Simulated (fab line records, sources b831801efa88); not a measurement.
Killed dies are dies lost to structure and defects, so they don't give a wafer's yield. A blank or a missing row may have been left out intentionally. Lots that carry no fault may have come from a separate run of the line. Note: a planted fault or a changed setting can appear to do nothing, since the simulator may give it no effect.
Struck lot and sound lot, side by side || flow sky130 || 14 out of 708 route steps
Sound: these wafers, L119.3, L119.5, L119.6. Wafers struck: L137.2, L137.4, L137.6. At the end, the cause is stated.
Order at every step that has rows: each side's tool, ch and its chambers, its first start. Under that, the readings that differ: sound wafers || struck wafers || difference of the means || sigmas: that difference in standard deviations of wafers without a fault.
alike: same words and numbers on both sides, and readings whose means sit less than 2 such deviations apart. not compared: any withheld reading, any reading some wafer has no value for, any bound like >300 that may hide the same value, and any number with overlapping values for which the record gives no deviation.
A row with sigmas, a row that says differs or no value, or rows on one side alone: a step with any of these is where the two part. When numbers do not overlap yet have no deviation, they are printed without sigmas and do not part them. A reading that every wafer of one side lacks parts them only if that side has two wafers or more.

first, 3 steps without rows for these wafers: SKY_METAL4_CLEAN_21 (cleans in IPA, time 180 s); SKY_METAL4_CLEAN_22 (cleans in O3/DIW); SKY_VIA4_HDPCVD_00 (deposits SiO2, target thk 1750 nm, time 291.7 s).
SKY_VIA4_THK_MEAS_01:
  sound on filmMetro-02, day 41 05:52; struck on filmMetro-01, day 46 18:52
  alike: VIA4_HDPCVD_THK
SKY_VIA4_CMP_02: polishes SiO2.
  sound on cmp-02 ch 1,2, day 41 05:54; struck on cmp-02 ch 0,1,2, day 46 18:55
  alike: motorCurrentA, platenRpm
SKY_VIA4_BOW_MEAS_03:
  sound on filmMetro-01, day 41 06:14; struck on filmMetro-02, day 46 19:14
  alike: VIA4_BOW
then, 6 steps without rows for these wafers: SKY_VIA4_DEHYDRATE_04 (time 60 s); SKY_VIA4_HMDS_05 (prime time 60 s); SKY_VIA4_COAT_06 (resist thk 1140 nm); SKY_VIA4_SOFTBAKE_07 (time 60 s); SKY_VIA4_EXPOSE_08 (exposes mask VIM4, target cd 800 nm); SKY_VIA4_PEB_09.
SKY_VIA4_DEVELOP_10: develop time 60 s.
  sound on lithoTrack-03 ch 0, day 42 05:23; struck on lithoTrack-03, day 47 11:25
  no value came back on the struck wafers for chillPlateTempC (C), developTimeS (s); on the sound wafers chillPlateTempC (C) reads 22.85 22.83 22.98
SKY_VIA4_OVL_MEAS_11:
  sound on overlay-01, day 42 05:30; struck on overlay-02, day 47 11:33
{"reading": "VIA4_OVL (nm)", "sound": "-0.7 -0.5 1.0", "struck": "- - -", "difference": "no value on the struck wafers", "sigmas": ""}

WHERE THEY PART
Earliest at SKY_VIA4_DEVELOP_10; latest, in this record, at SKY_VIA4_OVL_MEAS_11.

WHY: the cause the simulator had injected
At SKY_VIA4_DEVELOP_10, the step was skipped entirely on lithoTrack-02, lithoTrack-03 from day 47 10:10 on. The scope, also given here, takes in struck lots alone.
